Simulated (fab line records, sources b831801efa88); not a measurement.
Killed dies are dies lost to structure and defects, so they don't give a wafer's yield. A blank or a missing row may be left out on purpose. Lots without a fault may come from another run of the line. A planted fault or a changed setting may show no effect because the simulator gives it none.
Which tool did it? | flow gf180mcu | 24 lots, 72 wafers sampled, at 3 steps of a route of 602

WHAT THE GAUGES READ, wafer by wafer
GF_V4_RS_MEAS_24: measures by four-point-probe.
lot  | measured     | on            | V4_W_RS (ohm/sq)
L074 | day 25 03:16 | film_metro-03 | 0.310 0.309 0.319
L075 | day 25 16:07 | film_metro-02 | 0.316 0.314 0.313
L076 | day 25 21:15 | film_metro-01 | 0.318 0.314 0.316
L077 | day 25 21:13 | film_metro-02 | 0.315 0.306 0.308
L078 | day 25 23:25 | film_metro-01 | 0.318 0.318 0.319
L080 | day 26 12:55 | film_metro-03 | 0.313 0.308 0.313
L079 | day 26 16:20 | film_metro-03 | 0.303 0.311 0.301
L082 | day 27 04:36 | film_metro-03 | 0.316 0.317 0.311
L083 | day 27 11:46 | film_metro-03 | 0.309 0.316 0.307
L081 | day 27 12:07 | film_metro-03 | 0.308 0.299 0.301
L084 | day 27 18:52 | film_metro-02 | 0.320 0.317 0.317
L085 | day 27 23:14 | film_metro-02 | 0.313 0.319 0.310
L086 | day 28 15:36 | film_metro-01 | 0.319 0.320 0.315
L087 | day 28 17:11 | film_metro-03 | 0.322 0.319 0.314
L088 | day 28 17:48 | film_metro-01 | 0.308 0.314 0.307
L089 | day 29 06:25 | film_metro-03 | 0.314 0.312 0.305
L090 | day 29 15:33 | film_metro-03 | 0.319 0.318 0.319
L091 | day 29 21:11 | film_metro-01 | 0.313 0.320 0.321
L092 | day 30 01:23 | film_metro-03 | 0.326 0.324 0.323
L093 | day 30 05:46 | film_metro-03 | 0.309 0.317 0.317
L094 | day 30 14:28 | film_metro-03 | 0.307 0.307 0.314
L095 | day 30 16:37 | film_metro-03 | 0.321 0.322 0.319
L096 | day 31 00:05 | film_metro-03 | 0.315 0.307 0.310
L097 | day 31 03:01 | film_metro-03 | 0.313 0.319 0.308

WHICH TOOL RAN EACH LOT (tool, then ch and the chambers of the sampled wafers, then the start)
lot  | GF_M1_STRIP_17                       | GF_M3_SPUTTER_01
L074 | plasma_asher-03 ch 0,1, day 17 21:37 | pvd_sputter-01, day 21 04:33
L075 | plasma_asher-03 ch 0, day 18 05:55   | pvd_sputter-02, day 21 11:41
L076 | plasma_asher-01 ch 0,1, day 18 15:26 | pvd_sputter-01, day 21 22:38
L077 | plasma_asher-03 ch 0,1, day 18 16:10 | pvd_sputter-03, day 21 23:19
L078 | plasma_asher-03 ch 0,1, day 18 19:16 | pvd_sputter-02, day 22 03:09
L080 | plasma_asher-01 ch 0,1, day 19 08:52 | pvd_sputter-01, day 22 16:29
L079 | plasma_asher-02 ch 0,1, day 19 13:54 | pvd_sputter-02, day 22 19:31
L082 | plasma_asher-03 ch 1, day 20 05:04   | pvd_sputter-01, day 23 08:56
L083 | plasma_asher-01 ch 1, day 20 13:19   | pvd_sputter-01, day 23 18:23
L081 | plasma_asher-02 ch 0,1, day 20 13:54 | pvd_sputter-02, day 23 18:41
L084 | plasma_asher-01 ch 0,1, day 20 22:39 | pvd_sputter-03, day 24 01:32
L085 | plasma_asher-03 ch 0,1, day 21 04:51 | pvd_sputter-01, day 24 07:14
L086 | plasma_asher-02 ch 0,1, day 21 13:43 | pvd_sputter-02, day 24 23:50
L087 | plasma_asher-03 ch 0,1, day 22 00:16 | pvd_sputter-01, day 25 00:47
L088 | plasma_asher-02 ch 0,1, day 22 02:16 | pvd_sputter-02, day 25 01:36
L089 | plasma_asher-02 ch 0,1, day 22 15:53 | pvd_sputter-01, day 25 15:35
L090 | plasma_asher-02 ch 0,1, day 22 22:28 | pvd_sputter-03, day 26 01:23
L091 | plasma_asher-02 ch 0,1, day 23 07:19 | pvd_sputter-03, day 26 07:15
L092 | plasma_asher-02 ch 1, day 23 16:04   | pvd_sputter-01, day 26 13:40
L093 | plasma_asher-02 ch 0,1, day 23 18:27 | pvd_sputter-03, day 26 17:02
L094 | plasma_asher-02 ch 0,1, day 24 06:30 | pvd_sputter-03, day 27 04:17
L095 | plasma_asher-02 ch 0,1, day 24 08:52 | pvd_sputter-01, day 27 06:05
L096 | plasma_asher-03 ch 0,1, day 24 17:19 | pvd_sputter-03, day 27 13:36
L097 | plasma_asher-03 ch 0,1, day 24 22:48 | pvd_sputter-01, day 27 18:27
- GF_M1_STRIP_17: strips in O2/N2.
- GF_M3_SPUTTER_01: material TiN, target thk 30 nm, time 25 s.

WHAT THE TOOLS THEMSELVES READ (means of the sampled wafers that have a number; where no wafer has one, the mark that the record gives instead)
GF_M1_STRIP_17.
lot  | tool            | drypump_motor_current_A (A) | heater_power_w (W) | oes_product_au (a.u.) | platen_temp_c (C) | strip_time_to_endpoint_s (s)
L074 | plasma_asher-03 | 6.3                         | 299                | 0.555                 | 250.05            | 7.87
L075 | plasma_asher-03 | 6.5                         | 294                | 0.559                 | 249.96            | 7.93
L076 | plasma_asher-01 | 5.6                         | 309                | 0.557                 | 249.93            | 7.86
L077 | plasma_asher-03 | 6.3                         | 296                | 0.560                 | 250.05            | 7.94
L078 | plasma_asher-03 | 6.3                         | 298                | 0.558                 | 250.01            | 7.87
L080 | plasma_asher-01 | 5.6                         | 307                | 0.552                 | 250.00            | 7.91
L079 | plasma_asher-02 | 5.5                         | 309                | 0.555                 | 250.01            | 7.88
L082 | plasma_asher-03 | 6.1                         | 292                | 0.556                 | 250.13            | 7.89
L083 | plasma_asher-01 | 5.7                         | 301                | 0.562                 | 249.90            | 7.89
L081 | plasma_asher-02 | 5.4                         | 309                | 0.560                 | 250.08            | 7.92
L084 | plasma_asher-01 | 5.6                         | 306                | 0.558                 | 249.92            | 7.86
L085 | plasma_asher-03 | 6.4                         | 295                | 0.552                 | 249.99            | 7.86
L086 | plasma_asher-02 | 5.5                         | 303                | 0.558                 | 249.97            | 7.89
L087 | plasma_asher-03 | 6.4                         | 298                | 0.559                 | 249.77            | 7.89
L088 | plasma_asher-02 | 5.5                         | 310                | 0.559                 | 249.90            | 7.88
L089 | plasma_asher-02 | 5.4                         | 315                | 0.552                 | 249.82            | 7.89
L090 | plasma_asher-02 | 5.5                         | 304                | 0.552                 | 249.84            | 7.92
L091 | plasma_asher-02 | 5.4                         | 316                | 0.559                 | 249.99            | 7.86
L092 | plasma_asher-02 | 5.3                         | 312                | 0.557                 | 249.99            | 7.87
L093 | plasma_asher-02 | 5.4                         | 308                | 0.558                 | 250.02            | 7.91
L094 | plasma_asher-02 | 5.4                         | 309                | 0.559                 | 250.13            | 7.91
L095 | plasma_asher-02 | 5.4                         | 314                | 0.562                 | 249.98            | 7.96
L096 | plasma_asher-03 | 6.4                         | 298                | 0.564                 | 249.89            | 7.89
L097 | plasma_asher-03 | 6.3                         | 296                | 0.558                 | 250.02            | 7.87

GF_M3_SPUTTER_01.
lot  | tool           | throttle_valve_pct (%)
L074 | pvd_sputter-01 | 27.6
L075 | pvd_sputter-02 | 30.4
L076 | pvd_sputter-01 | 30.3
L077 | pvd_sputter-03 | 28.8
L078 | pvd_sputter-02 | 30.4
L080 | pvd_sputter-01 | 30.0
L079 | pvd_sputter-02 | 29.7
L082 | pvd_sputter-01 | 30.0
L083 | pvd_sputter-01 | 28.6
L081 | pvd_sputter-02 | 29.0
L084 | pvd_sputter-03 | 28.8
L085 | pvd_sputter-01 | 30.0
L086 | pvd_sputter-02 | 30.1
L087 | pvd_sputter-01 | 30.3
L088 | pvd_sputter-02 | 29.5
L089 | pvd_sputter-01 | 28.8
L090 | pvd_sputter-03 | 28.9
L091 | pvd_sputter-03 | 29.7
L092 | pvd_sputter-01 | 29.0
L093 | pvd_sputter-03 | 30.6
L094 | pvd_sputter-03 | 29.7
L095 | pvd_sputter-01 | 29.8
L096 | pvd_sputter-03 | 29.8
L097 | pvd_sputter-01 | 27.7

THE ANSWER, worked out from the rows above alone
Rule: what is usual is taken from the lots themselves. Put in order of their means at a reading, lots are off if they are a third of the lots or fewer, leave a main group of 4 or more, and stand apart from it by a gap of 3 or more times the standard deviation of the main group's means; of several such gaps the widest counts. A main group whose means are all the same, to the digits that the tables above print for the reading, isn't used. A lot without any number at a reading at which 4 lots or more have one is off too. The other lots that the step has rows for count as sound. The gauges are gone through in route order, then the tools' own readings, and for those a lot's mean is taken as printed above. The first step at which some lot is off is used, and at that step the reading that is off furthest; a lot without a number counts as furthest.
No lot is off at any reading shown: from this, nothing can be told.

WHAT THE SIMULATOR HAD PUT IN
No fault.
